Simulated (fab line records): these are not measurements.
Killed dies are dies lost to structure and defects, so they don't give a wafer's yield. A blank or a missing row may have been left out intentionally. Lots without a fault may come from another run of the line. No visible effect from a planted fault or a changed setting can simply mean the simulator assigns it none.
Which of the tools did it? :: flow sfq_line :: Sampling: 14 lots, 42 wafers, 6 of 325 route steps

WHAT THE GAUGES SHOWED, per wafer
SFQ_M8_OVL_MEAS_948. Usual: M8_OVL gives -5 nm (standard deviation 5).
lot: L417
measured: day 79 12:44
on: overlay-01
M8_OVL (nm): -8 -8 -3
flag: 

lot: L420
measured: day 82 00:31
on: overlay-02
M8_OVL (nm): -2 -3 -2
flag: 

lot: L421
measured: day 82 02:55
on: overlay-01
M8_OVL (nm): -1 -2 2
flag: 

lot: L422
measured: day 82 08:55
on: overlay-02
M8_OVL (nm): -3 -8 -8
flag: 

lot: L423
measured: day 83 20:49
on: overlay-01
M8_OVL (nm): -14 -13 -16
flag: 

lot: L426
measured: day 85 07:32
on: overlay-02
M8_OVL (nm): -2 -6 -7
flag: 

lot: L427
measured: day 85 12:20
on: overlay-01
M8_OVL (nm): -6 0 4
flag: 

lot: L428
measured: day 85 13:40
on: overlay-01
M8_OVL (nm): -14 -5 -11
flag: 

lot: L430
measured: day 85 16:04
on: overlay-01
M8_OVL (nm): - - -
flag: OFF

lot: L431
measured: day 85 20:25
on: overlay-01
M8_OVL (nm): - - -
flag: OFF

lot: L435
measured: day 86 09:16
on: overlay-02
M8_OVL (nm): 2 0 -1
flag: 

lot: L436
measured: day 86 11:50
on: overlay-01
M8_OVL (nm): -7 -11 -5
flag: 

lot: L437
measured: day 86 13:31
on: overlay-01
M8_OVL (nm): -1 -10 -10
flag: 

lot: L438
measured: day 86 14:43
on: overlay-01
M8_OVL (nm): -7 -3 -3
flag: 

SFQ_M8_THK_MEAS_950: measures by xrf. Usual: M8_AU_THK gives 186.4 nm (standard deviation 1.6).
lot: L417
measured: day 79 13:39
on: film_metro-04
M8_AU_THK (nm): 184.5 185.3 187.2
flag: 

lot: L420
measured: day 82 01:26
on: film_metro-01
M8_AU_THK (nm): 187.9 187.8 185.7
flag: 

lot: L421
measured: day 82 03:49
on: film_metro-01
M8_AU_THK (nm): 186.6 186.5 187.9
flag: 

lot: L422
measured: day 82 09:49
on: film_metro-02
M8_AU_THK (nm): 185.8 184.7 186.1
flag: 

lot: L423
measured: day 83 21:43
on: film_metro-01
M8_AU_THK (nm): 186.8 184.7 185.1
flag: 

lot: L426
measured: day 85 08:26
on: film_metro-04
M8_AU_THK (nm): 182.8 185.3 184.7
flag: 

lot: L427
measured: day 85 13:14
on: film_metro-04
M8_AU_THK (nm): 187.5 186.3 187.9
flag: 

lot: L428
measured: day 85 14:34
on: film_metro-02
M8_AU_THK (nm): 187.9 185.2 187.0
flag: 

lot: L430
measured: day 85 16:58
on: film_metro-01
M8_AU_THK (nm): 185.1 186.4 186.9
flag: 

lot: L431
measured: day 85 21:20
on: film_metro-02
M8_AU_THK (nm): 186.3 185.6 185.4
flag: 

lot: L435
measured: day 86 10:10
on: film_metro-01
M8_AU_THK (nm): 184.9 183.4 183.0
flag: 

lot: L436
measured: day 86 12:44
on: film_metro-04
M8_AU_THK (nm): 187.7 188.3 187.4
flag: 

lot: L437
measured: day 86 14:26
on: film_metro-02
M8_AU_THK (nm): 188.0 187.1 187.1
flag: 

lot: L438
measured: day 86 15:38
on: film_metro-02
M8_AU_THK (nm): 186.0 186.3 186.5
flag: 

EACH LOT AND THE TOOL THAT RAN IT (in order: tool; ch and the chambers of the sampled wafers; start)
lot: L417
SFQ_TRILAYER_I1_VIA_STRIP_STRIP_053: rie_metal-03 ch 0,1, day 18 03:41
SFQ_TRILAYER_JJ_CE_BARC_OPEN_RIE_150: rie_metal-02 ch 0,1, day 46 21:35
SFQ_TRILAYER_JJ_CE_ETCH_RIE_118: rie_metal-02 ch 0,1, day 46 21:40
SFQ_TRILAYER_M5_LITHO_EXPOSE_124: krf_scanner-01 ch 0, day 47 00:11

lot: L420
SFQ_TRILAYER_I1_VIA_STRIP_STRIP_053: rie_metal-03 ch 0,1, day 29 18:37
SFQ_TRILAYER_JJ_CE_BARC_OPEN_RIE_150: rie_metal-04 ch 0,1, day 54 23:10
SFQ_TRILAYER_JJ_CE_ETCH_RIE_118: rie_metal-04 ch 0,1, day 54 23:16
SFQ_TRILAYER_M5_LITHO_EXPOSE_124: krf_scanner-02 ch 0, day 59 22:14

lot: L421
SFQ_TRILAYER_I1_VIA_STRIP_STRIP_053: rie_metal-04 ch 0,1, day 30 13:37
SFQ_TRILAYER_JJ_CE_BARC_OPEN_RIE_150: rie_metal-02 ch 0,1, day 55 07:32
SFQ_TRILAYER_JJ_CE_ETCH_RIE_118: rie_metal-02 ch 0,1, day 55 07:37
SFQ_TRILAYER_M5_LITHO_EXPOSE_124: krf_scanner-02 ch 0, day 60 08:26

lot: L422
SFQ_TRILAYER_I1_VIA_STRIP_STRIP_053: rie_metal-03 ch 0,1, day 31 01:37
SFQ_TRILAYER_JJ_CE_BARC_OPEN_RIE_150: rie_metal-02 ch 0,1, day 55 17:40
SFQ_TRILAYER_JJ_CE_ETCH_RIE_118: rie_metal-02 ch 0,1, day 55 17:46
SFQ_TRILAYER_M5_LITHO_EXPOSE_124: krf_scanner-01 ch 0, day 60 23:58

lot: L423
SFQ_TRILAYER_I1_VIA_STRIP_STRIP_053: rie_metal-02 ch 0,1, day 32 04:01
SFQ_TRILAYER_JJ_CE_BARC_OPEN_RIE_150: rie_metal-02 ch 0,1, day 56 20:39
SFQ_TRILAYER_JJ_CE_ETCH_RIE_118: rie_metal-02 ch 0,1, day 56 20:45
SFQ_TRILAYER_M5_LITHO_EXPOSE_124: krf_scanner-01 ch 0, day 62 10:46

lot: L426
SFQ_TRILAYER_I1_VIA_STRIP_STRIP_053: rie_metal-04 ch 0,1, day 33 12:33
SFQ_TRILAYER_JJ_CE_BARC_OPEN_RIE_150: rie_metal-02 ch 0,1, day 58 07:35
SFQ_TRILAYER_JJ_CE_ETCH_RIE_118: rie_metal-02 ch 0,1, day 58 07:40
SFQ_TRILAYER_M5_LITHO_EXPOSE_124: krf_scanner-01 ch 0, day 63 23:20

lot: L427
SFQ_TRILAYER_I1_VIA_STRIP_STRIP_053: rie_metal-03 ch 0,1, day 34 05:02
SFQ_TRILAYER_JJ_CE_BARC_OPEN_RIE_150: rie_metal-04 ch 0,1, day 59 03:59
SFQ_TRILAYER_JJ_CE_ETCH_RIE_118: rie_metal-04 ch 0,1, day 59 04:04
SFQ_TRILAYER_M5_LITHO_EXPOSE_124: krf_scanner-01 ch 0, day 64 10:08

lot: L428
SFQ_TRILAYER_I1_VIA_STRIP_STRIP_053: rie_metal-04 ch 0,1, day 34 23:09
SFQ_TRILAYER_JJ_CE_BARC_OPEN_RIE_150: rie_metal-02 ch 0,1, day 59 19:35
SFQ_TRILAYER_JJ_CE_ETCH_RIE_118: rie_metal-02 ch 0,1, day 59 19:40
SFQ_TRILAYER_M5_LITHO_EXPOSE_124: krf_scanner-02 ch 0, day 65 04:28

lot: L430
SFQ_TRILAYER_I1_VIA_STRIP_STRIP_053: rie_metal-04 ch 0,1, day 35 07:25
SFQ_TRILAYER_JJ_CE_BARC_OPEN_RIE_150: rie_metal-01 ch 0,1, day 60 06:23
SFQ_TRILAYER_JJ_CE_ETCH_RIE_118: rie_metal-01 ch 0,1, day 60 06:28
SFQ_TRILAYER_M5_LITHO_EXPOSE_124: krf_scanner-02, day 65 15:16

lot: L431
SFQ_TRILAYER_I1_VIA_STRIP_STRIP_053: rie_metal-03 ch 0,1, day 35 10:01
SFQ_TRILAYER_JJ_CE_BARC_OPEN_RIE_150: rie_metal-02 ch 0,1, day 60 07:37
SFQ_TRILAYER_JJ_CE_ETCH_RIE_118: rie_metal-02 ch 0,1, day 60 07:43
SFQ_TRILAYER_M5_LITHO_EXPOSE_124: krf_scanner-02, day 65 16:52

lot: L435
SFQ_TRILAYER_I1_VIA_STRIP_STRIP_053: rie_metal-02 ch 0,1, day 35 18:13
SFQ_TRILAYER_JJ_CE_BARC_OPEN_RIE_150: rie_metal-04 ch 0,1, day 61 07:29
SFQ_TRILAYER_JJ_CE_ETCH_RIE_118: rie_metal-04 ch 0,1, day 61 07:35
SFQ_TRILAYER_M5_LITHO_EXPOSE_124: krf_scanner-02 ch 0, day 66 16:16

lot: L436
SFQ_TRILAYER_I1_VIA_STRIP_STRIP_053: rie_metal-03 ch 0,1, day 35 20:37
SFQ_TRILAYER_JJ_CE_BARC_OPEN_RIE_150: rie_metal-04 ch 0,1, day 61 13:29
SFQ_TRILAYER_JJ_CE_ETCH_RIE_118: rie_metal-04 ch 0,1, day 61 13:35
SFQ_TRILAYER_M5_LITHO_EXPOSE_124: krf_scanner-02 ch 0, day 67 00:40

lot: L437
SFQ_TRILAYER_I1_VIA_STRIP_STRIP_053: rie_metal-02 ch 0,1, day 35 22:01
SFQ_TRILAYER_JJ_CE_BARC_OPEN_RIE_150: rie_metal-01 ch 0,1, day 61 19:31
SFQ_TRILAYER_JJ_CE_ETCH_RIE_118: rie_metal-01 ch 0,1, day 61 19:37
SFQ_TRILAYER_M5_LITHO_EXPOSE_124: krf_scanner-02 ch 0, day 67 08:16

lot: L438
SFQ_TRILAYER_I1_VIA_STRIP_STRIP_053: rie_metal-03 ch 0,1, day 35 23:13
SFQ_TRILAYER_JJ_CE_BARC_OPEN_RIE_150: rie_metal-04 ch 0,1, day 61 23:07
SFQ_TRILAYER_JJ_CE_ETCH_RIE_118: rie_metal-04 ch 0,1, day 61 23:13
SFQ_TRILAYER_M5_LITHO_EXPOSE_124: krf_scanner-02 ch 0, day 67 12:04
- SFQ_TRILAYER_I1_VIA_STRIP_STRIP_053: strips in O2.
- SFQ_TRILAYER_JJ_CE_BARC_OPEN_RIE_150: chemistry O2, target BARC, target depth 240 nm, time 80 s.
- SFQ_TRILAYER_JJ_CE_ETCH_RIE_118: chemistry SF6, target Nb, stops on Al2O3, time 97.7 s, target depth 170 nm.
- SFQ_TRILAYER_M5_LITHO_EXPOSE_124: exposes mask M5, target cd 700 nm.

WHAT THE TOOLS THEMSELVES READ (means of the sampled wafers that have a number; where no wafer has one, the mark that the record gives instead)
SFQ_TRILAYER_I1_VIA_STRIP_STRIP_053. Usual: drypump_motor_current_A 5.8 A, standard deviation 0.64; oes_product_au 0.998 a.u., standard deviation 0.0069.
lot: L417
tool: rie_metal-03
drypump_motor_current_A (A): 6.3
oes_product_au (a.u.): 0.992
flag: 

lot: L420
tool: rie_metal-03
drypump_motor_current_A (A): 6.4
oes_product_au (a.u.): 1.002
flag: 

lot: L421
tool: rie_metal-04
drypump_motor_current_A (A): 5.5
oes_product_au (a.u.): 1.011
flag: 

lot: L422
tool: rie_metal-03
drypump_motor_current_A (A): 6.5
oes_product_au (a.u.): 0.995
flag: 

lot: L423
tool: rie_metal-02
drypump_motor_current_A (A): 5.5
oes_product_au (a.u.): 0.995
flag: 

lot: L426
tool: rie_metal-04
drypump_motor_current_A (A): 5.5
oes_product_au (a.u.): 1.001
flag: 

lot: L427
tool: rie_metal-03
drypump_motor_current_A (A): 6.3
oes_product_au (a.u.): 0.996
flag: 

lot: L428
tool: rie_metal-04
drypump_motor_current_A (A): 5.1
oes_product_au (a.u.): 1.000
flag: 

lot: L430
tool: rie_metal-04
drypump_motor_current_A (A): 5.1
oes_product_au (a.u.): 1.005
flag: 

lot: L431
tool: rie_metal-03
drypump_motor_current_A (A): 6.4
oes_product_au (a.u.): 1.000
flag: 

lot: L435
tool: rie_metal-02
drypump_motor_current_A (A): 5.8
oes_product_au (a.u.): 0.998
flag: 

lot: L436
tool: rie_metal-03
drypump_motor_current_A (A): 6.5
oes_product_au (a.u.): 0.999
flag: 

lot: L437
tool: rie_metal-02
drypump_motor_current_A (A): 5.5
oes_product_au (a.u.): 0.995
flag: 

lot: L438
tool: rie_metal-03
drypump_motor_current_A (A): 6.4
oes_product_au (a.u.): 1.005
flag: 

SFQ_TRILAYER_JJ_CE_BARC_OPEN_RIE_150. Usual: bias_w 79.99 W, standard deviation 0.24; chamber_pressure_mTorr 10.000 mTorr, standard deviation 0.0089; drypump_motor_current_A 5.5 A, standard deviation 0.52; oes_product_au 0.537 a.u., standard deviation 0.0042.
lot: L417
tool: rie_metal-02
bias_w (W): 80.18
chamber_pressure_mTorr (mTorr): 10.004
drypump_motor_current_A (A): 5.8
oes_product_au (a.u.): 0.542
flag: 

lot: L420
tool: rie_metal-04
bias_w (W): 79.81
chamber_pressure_mTorr (mTorr): 10.006
drypump_motor_current_A (A): 5.4
oes_product_au (a.u.): 0.538
flag: 

lot: L421
tool: rie_metal-02
bias_w (W): 79.95
chamber_pressure_mTorr (mTorr): 9.996
drypump_motor_current_A (A): 5.5
oes_product_au (a.u.): 0.536
flag: 

lot: L422
tool: rie_metal-02
bias_w (W): 80.18
chamber_pressure_mTorr (mTorr): 9.992
drypump_motor_current_A (A): 5.5
oes_product_au (a.u.): 0.539
flag: 

lot: L423
tool: rie_metal-02
bias_w (W): 79.95
chamber_pressure_mTorr (mTorr): 9.999
drypump_motor_current_A (A): 5.5
oes_product_au (a.u.): 0.541
flag: 

lot: L426
tool: rie_metal-02
bias_w (W): 79.83
chamber_pressure_mTorr (mTorr): 9.999
drypump_motor_current_A (A): 5.5
oes_product_au (a.u.): 0.538
flag: 

lot: L427
tool: rie_metal-04
bias_w (W): 80.12
chamber_pressure_mTorr (mTorr): 10.007
drypump_motor_current_A (A): 5.4
oes_product_au (a.u.): 0.536
flag: 

lot: L428
tool: rie_metal-02
bias_w (W): 79.91
chamber_pressure_mTorr (mTorr): 10.001
drypump_motor_current_A (A): 5.8
oes_product_au (a.u.): 0.535
flag: 

lot: L430
tool: rie_metal-01
bias_w (W): -
chamber_pressure_mTorr (mTorr): -
drypump_motor_current_A (A): -
oes_product_au (a.u.): -
flag: OFF

lot: L431
tool: rie_metal-02
bias_w (W): -
chamber_pressure_mTorr (mTorr): -
drypump_motor_current_A (A): -
oes_product_au (a.u.): -
flag: OFF

lot: L435
tool: rie_metal-04
bias_w (W): 79.61
chamber_pressure_mTorr (mTorr): 10.004
drypump_motor_current_A (A): 5.1
oes_product_au (a.u.): 0.538
flag: 

lot: L436
tool: rie_metal-04
bias_w (W): 80.01
chamber_pressure_mTorr (mTorr): 9.994
drypump_motor_current_A (A): 5.1
oes_product_au (a.u.): 0.540
flag: 

lot: L437
tool: rie_metal-01
bias_w (W): 79.99
chamber_pressure_mTorr (mTorr): 10.001
drypump_motor_current_A (A): 5.6
oes_product_au (a.u.): 0.542
flag: 

lot: L438
tool: rie_metal-04
bias_w (W): 79.95
chamber_pressure_mTorr (mTorr): 10.000
drypump_motor_current_A (A): 5.5
oes_product_au (a.u.): 0.536
flag: 

SFQ_TRILAYER_JJ_CE_ETCH_RIE_118. Usual: bias_w 79.96 W, standard deviation 0.21; chamber_pressure_mTorr 9.725 mTorr, standard deviation 0.0094; drypump_motor_current_A 5.5 A, standard deviation 0.52; oes_product_au 0.990 a.u., standard deviation 0.0066.
lot: L417
tool: rie_metal-02
bias_w (W): 80.01
chamber_pressure_mTorr (mTorr): 9.729
drypump_motor_current_A (A): 5.8
oes_product_au (a.u.): 0.989
flag: 

lot: L420
tool: rie_metal-04
bias_w (W): 80.26
chamber_pressure_mTorr (mTorr): 9.717
drypump_motor_current_A (A): 5.5
oes_product_au (a.u.): 0.991
flag: 

lot: L421
tool: rie_metal-02
bias_w (W): 79.96
chamber_pressure_mTorr (mTorr): 9.731
drypump_motor_current_A (A): 5.5
oes_product_au (a.u.): 0.993
flag: 

lot: L422
tool: rie_metal-02
bias_w (W): 80.00
chamber_pressure_mTorr (mTorr): 9.724
drypump_motor_current_A (A): 5.5
oes_product_au (a.u.): 0.980
flag: 

lot: L423
tool: rie_metal-02
bias_w (W): 79.80
chamber_pressure_mTorr (mTorr): 9.731
drypump_motor_current_A (A): 5.5
oes_product_au (a.u.): 0.988
flag: 

lot: L426
tool: rie_metal-02
bias_w (W): 79.91
chamber_pressure_mTorr (mTorr): 9.729
drypump_motor_current_A (A): 5.5
oes_product_au (a.u.): 0.980
flag: 

lot: L427
tool: rie_metal-04
bias_w (W): 79.98
chamber_pressure_mTorr (mTorr): 9.720
drypump_motor_current_A (A): 5.5
oes_product_au (a.u.): 0.987
flag: 

lot: L428
tool: rie_metal-02
bias_w (W): 79.93
chamber_pressure_mTorr (mTorr): 9.736
drypump_motor_current_A (A): 5.8
oes_product_au (a.u.): 0.986
flag: 

lot: L430
tool: rie_metal-01
bias_w (W): 80.06
chamber_pressure_mTorr (mTorr): 9.735
drypump_motor_current_A (A): 5.6
oes_product_au (a.u.): 0.376
flag: OFF

lot: L431
tool: rie_metal-02
bias_w (W): 80.02
chamber_pressure_mTorr (mTorr): 9.733
drypump_motor_current_A (A): 5.8
oes_product_au (a.u.): 0.375
flag: OFF

lot: L435
tool: rie_metal-04
bias_w (W): 79.87
chamber_pressure_mTorr (mTorr): 9.718
drypump_motor_current_A (A): 5.1
oes_product_au (a.u.): 0.996
flag: 

lot: L436
tool: rie_metal-04
bias_w (W): 80.02
chamber_pressure_mTorr (mTorr): 9.728
drypump_motor_current_A (A): 5.1
oes_product_au (a.u.): 0.986
flag: 

lot: L437
tool: rie_metal-01
bias_w (W): 80.02
chamber_pressure_mTorr (mTorr): 9.723
drypump_motor_current_A (A): 5.6
oes_product_au (a.u.): 0.992
flag: 

lot: L438
tool: rie_metal-04
bias_w (W): 80.18
chamber_pressure_mTorr (mTorr): 9.726
drypump_motor_current_A (A): 5.5
oes_product_au (a.u.): 0.987
flag: 

SFQ_TRILAYER_M5_LITHO_EXPOSE_124. Usual: exposure_dose_mJ_cm2 14.397, standard deviation 0.014; focus_offset_nm 0.0 nm, standard deviation 0.57; stage_vel_mm_s 499.99 mm/s, standard deviation 0.26.
lot: L417
tool: krf_scanner-01
exposure_dose_mJ_cm2: 14.401
focus_offset_nm (nm): 0.3
stage_vel_mm_s (mm/s): 499.72
flag: 

lot: L420
tool: krf_scanner-02
exposure_dose_mJ_cm2: 14.397
focus_offset_nm (nm): -0.5
stage_vel_mm_s (mm/s): 499.89
flag: 

lot: L421
tool: krf_scanner-02
exposure_dose_mJ_cm2: 14.396
focus_offset_nm (nm): -0.0
stage_vel_mm_s (mm/s): 499.68
flag: 

lot: L422
tool: krf_scanner-01
exposure_dose_mJ_cm2: 14.389
focus_offset_nm (nm): 0.5
stage_vel_mm_s (mm/s): 499.95
flag: 

lot: L423
tool: krf_scanner-01
exposure_dose_mJ_cm2: 14.389
focus_offset_nm (nm): 0.3
stage_vel_mm_s (mm/s): 500.30
flag: 

lot: L426
tool: krf_scanner-01
exposure_dose_mJ_cm2: 14.407
focus_offset_nm (nm): -0.0
stage_vel_mm_s (mm/s): 500.08
flag: 

lot: L427
tool: krf_scanner-01
exposure_dose_mJ_cm2: 14.410
focus_offset_nm (nm): -0.5
stage_vel_mm_s (mm/s): 500.36
flag: 

lot: L428
tool: krf_scanner-02
exposure_dose_mJ_cm2: 14.414
focus_offset_nm (nm): -0.6
stage_vel_mm_s (mm/s): 500.16
flag: 

lot: L430
tool: krf_scanner-02
exposure_dose_mJ_cm2: -
focus_offset_nm (nm): -
stage_vel_mm_s (mm/s): -
flag: OFF

lot: L431
tool: krf_scanner-02
exposure_dose_mJ_cm2: -
focus_offset_nm (nm): -
stage_vel_mm_s (mm/s): -
flag: OFF

lot: L435
tool: krf_scanner-02
exposure_dose_mJ_cm2: 14.392
focus_offset_nm (nm): -1.2
stage_vel_mm_s (mm/s): 500.10
flag: 

lot: L436
tool: krf_scanner-02
exposure_dose_mJ_cm2: 14.385
focus_offset_nm (nm): -0.1
stage_vel_mm_s (mm/s): 499.98
flag: 

lot: L437
tool: krf_scanner-02
exposure_dose_mJ_cm2: 14.411
focus_offset_nm (nm): 0.3
stage_vel_mm_s (mm/s): 500.01
flag: 

lot: L438
tool: krf_scanner-02
exposure_dose_mJ_cm2: 14.393
focus_offset_nm (nm): -0.5
stage_vel_mm_s (mm/s): 499.76
flag: 

THE ANSWER, worked out from the rows above alone
Rule: take the mean of a lot's wafers that have a number; if it is more than 3 standard deviations from the usual mean, the lot is off. Also off: a lot with no number at a reading for which 4 or more lots have one. Any other lot the step has rows for is counted as sound. Order of review: gauges by route order, followed by the tools' own readings, for which a lot's mean as printed above is used. The first step at which some lot is off is used, and at that step the reading that is off furthest; a lot without a number counts as furthest.
Off: L430, L431, seen at SFQ_M8_OVL_MEAS_948 (M8_OVL). Without a number there: L430, L431.
If a tool, at a process step before that reading, ran all the lots that are off and no sound lot after the first of them, it fits. Not tried: the gauges at SFQ_M8_OVL_MEAS_948; whatever is off there is also off at SFQ_TRILAYER_JJ_CE_BARC_OPEN_RIE_150, on other tools, and gauge error can't account for it. Not one of the candidates tried fits.

WHAT THE SIMULATOR PUT IN
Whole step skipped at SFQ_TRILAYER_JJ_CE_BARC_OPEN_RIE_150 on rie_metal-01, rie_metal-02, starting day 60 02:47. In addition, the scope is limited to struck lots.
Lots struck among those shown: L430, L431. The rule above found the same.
